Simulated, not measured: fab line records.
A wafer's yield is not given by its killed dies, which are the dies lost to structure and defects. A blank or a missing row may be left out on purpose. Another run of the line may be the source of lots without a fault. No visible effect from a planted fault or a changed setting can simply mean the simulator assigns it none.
Matching of chambers + flow sky130 + SKY_VIA2_ETCH_14 on rie-diel-04 has 4 sister chambers
The step etches BARC in N2/H2, stops on SiO2, time 45.9 s, target depth 60 nm. 18 wafers are shown with their chamber, then 9 later ones without.

WAFERS WITH THEIR CHAMBER
| wafer  | chamber | drypump-motor-current-A (A) | oes-product-au (a.u.) | throttle-valve-pct (%) |
|--------|---------|-----------------------------|-----------------------|------------------------|
| L074.3 | 0       | 5.4                         | 0.854                 | 13.210                 |
| L074.4 | 0       | 5.4                         | 0.859                 | 13.230                 |
| L074.6 | 3       | 5.6                         | 0.853                 | 13.215                 |
| L075.2 | 0       | 5.4                         | 0.858                 | 13.223                 |
| L075.4 | 0       | 5.4                         | 0.853                 | 13.231                 |
| L075.5 | 3       | 5.6                         | 0.847                 | 13.227                 |
| L084.2 | 0       | 5.4                         | 0.859                 | 13.235                 |
| L084.3 | 1       | 5.4                         | 0.862                 | 13.204                 |
| L084.6 | 3       | 5.6                         | 0.856                 | 13.217                 |
| L088.3 | 0       | 5.4                         | 0.852                 | 13.233                 |
| L088.5 | 3       | 5.6                         | 0.840                 | 13.229                 |
| L088.6 | 0       | 5.4                         | 0.858                 | 13.222                 |
| L089.3 | 0       | 5.4                         | 0.848                 | 13.239                 |
| L089.5 | 2       | 5.1                         | 0.861                 | 13.219                 |
| L089.6 | 1       | 5.3                         | 0.859                 | 13.218                 |
| L091.1 | 2       | 5.1                         | 0.853                 | 13.220                 |
| L091.2 | 1       | 5.3                         | 0.856                 | 13.228                 |
| L091.4 | 3       | 5.6                         | 0.857                 | 13.216                 |

SIGNATURES, as means of the wafers listed above
| reading                 | chamber 0 | chamber 1 | chamber 2 | chamber 3 | scatter within a chamber |
|-------------------------|-----------|-----------|-----------|-----------|--------------------------|
| drypump-motor-current-A | 5.400     | 5.333     | 5.100     | 5.600     | 0.0218                   |
| oes-product-au          | 0.85513   | 0.85900   | 0.85700   | 0.85060   | 0.0051                   |
| throttle-valve-pct      | 13.22788  | 13.21667  | 13.21950  | 13.22080  | 0.0087                   |
Rule: for a wafer and a chamber, the distance is found by dividing, reading by reading, the gap between the wafer's reading and the chamber's mean by the reading's scatter, squaring, summing and taking the root. If the next closest chamber is less than 2 further off than the closest, the wafer can't be placed; otherwise it belongs to the closest. The scatter: take each reading less its chamber's mean, square it, sum over the shown wafers, divide by the number of wafers less the number of chambers, and take the root.

WAFERS WHOSE CHAMBER IS MISSING
| wafer  | drypump-motor-current-A (A) | oes-product-au (a.u.) | throttle-valve-pct (%) |
|--------|-----------------------------|-----------------------|------------------------|
| L092.2 | 5.6                         | 0.847                 | 13.224                 |
| L092.4 | 5.3                         | 0.860                 | 13.221                 |
| L092.6 | 5.1                         | 0.848                 | 13.211                 |
| L093.1 | 5.6                         | 0.860                 | 13.231                 |
| L093.2 | 5.3                         | 0.855                 | 13.214                 |
| L093.6 | 5.4                         | 0.856                 | 13.229                 |
| L094.1 | 5.1                         | 0.860                 | 13.219                 |
| L094.3 | 5.6                         | 0.855                 | 13.221                 |
| L094.6 | 5.1                         | 0.860                 | 13.239                 |

WHICH CHAMBER EACH ONE RAN IN
| wafer  | from the rows above | in truth |
|--------|---------------------|----------|
| L092.2 | 3                   | 3        |
| L092.4 | 1                   | 1        |
| L092.6 | 2                   | 2        |
| L093.1 | 3                   | 3        |
| L093.2 | 1                   | 1        |
| L093.6 | 0                   | 0        |
| L094.1 | 2                   | 2        |
| L094.3 | 3                   | 3        |
| L094.6 | 2                   | 2        |
Correctly placed: 9 of 9. Can't be placed from these rows: 0. Placed wrongly: 0.
